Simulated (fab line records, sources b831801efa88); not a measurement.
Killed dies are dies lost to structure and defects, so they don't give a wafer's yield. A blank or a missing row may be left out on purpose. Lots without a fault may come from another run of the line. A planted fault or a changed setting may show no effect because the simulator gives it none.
One fault seen from 2 desks | flow sky130 | each desk has only its own numbers; what lay behind them comes last

THE TOOL OWNER'S DESK: implanter-04
The tool's own readings at SKY_LDD_N_IMPLANT_08: means of the sampled wafers that have a number, for each lot that ran on this tool. A lot is out of limits, marked OUT, if its mean lies more than 4 standard deviations from the usual mean; the brackets give that distance.
Columns: A = beam_on_s at SKY_LDD_N_IMPLANT_08, usual 10.01 s; B = dose_ions_cm2 at SKY_LDD_N_IMPLANT_08, usual 7.501e+13; C = faraday_current_uA at SKY_LDD_N_IMPLANT_08, usual 422
lot  | first seen here | A                       | B                           | C
L590 | day 21 13:33    | 72.92 (+99 or more) OUT | 8.021e+14 (+99 or more) OUT | 620 (+25) OUT
L591 | day 21 23:54    | 72.98 (+99 or more) OUT | 8.022e+14 (+99 or more) OUT | 622 (+25) OUT
L600 | day 25 04:26    | 10.14                   | 7.499e+13                   | 416
L601 | day 25 13:28    | 9.96                    | 7.498e+13                   | 424
L602 | day 26 01:09    | 9.97                    | 7.498e+13                   | 424
This desk's finding: out of limits on L590, L591; first on L590, day 21 13:33 (beam_on_s at SKY_LDD_N_IMPLANT_08). In limits: L600, L601, L602.

THE METROLOGY DESK
What the gauges read, lot by lot, whatever tool the lot ran on: means of the sampled wafers that have a number. A lot is out of limits, marked OUT, if its mean lies more than 4 standard deviations from the usual mean; the brackets give that distance.
Columns: A = SONOS_ONO_OVL at SKY_SONOS_ONO_OVL_MEAS_14, usual -0.6 nm; B = POLY_GATE_TW at SKY_RES_PROTECT_TW_MEAS_08, usual 4053; C = LDD_N_TW at SKY_LDD_N_TW_MEAS_17, usual 2587
lot  | first seen here | A    | B    | C
L581 | day 13 01:05    | -1.0 | 4032 | 2600
L582 | day 13 11:17    | -0.8 | 4009 | 2606
L583 | day 13 15:36    | -1.6 | 4014 | 2553
L590 | day 16 01:25    | 0.8  | 4022 | 3028 (+26) OUT
L591 | day 16 11:14    | -3.8 | 4088 | 3029 (+26) OUT
L598 | day 19 01:32    | -1.3 | 4052 | 2575
L599 | day 19 05:12    | 0.6  | 3999 | 2602
L600 | day 19 19:34    | -0.7 | 4058 | 2578
L601 | day 20 04:32    | 0.2  | 4063 | 2582
L602 | day 20 12:56    | -0.9 | 4060 | 2585
L603 | day 20 19:29    | 0.0  | 4115 | 2593
This desk's finding: out of limits on L590, L591; first on L590, day 21 14:51 (LDD_N_TW at SKY_LDD_N_TW_MEAS_17). In limits: L581, L582, L583, L598, L599, L600, L601, L602, L603.

PUT TOGETHER
The tool owner's desk could have raised an alarm at day 21 13:33, on L590, L591.
The metrology desk could have raised an alarm at day 21 14:51, on L590, L591.
Of the lots named, all ran SKY_LDD_N_IMPLANT_08 on implanter-04.

WHAT THE SIMULATOR HAD PUT IN
Process parameter drift: implanter-04, from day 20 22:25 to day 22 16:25, at SKY_LDD_N_IMPLANT_08. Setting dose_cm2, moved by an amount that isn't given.
Lots struck among those shown: L590, L591.
Hours from the fault's start to each desk's first reading out of limits: the tool owner's desk, 15; the metrology desk, 16.
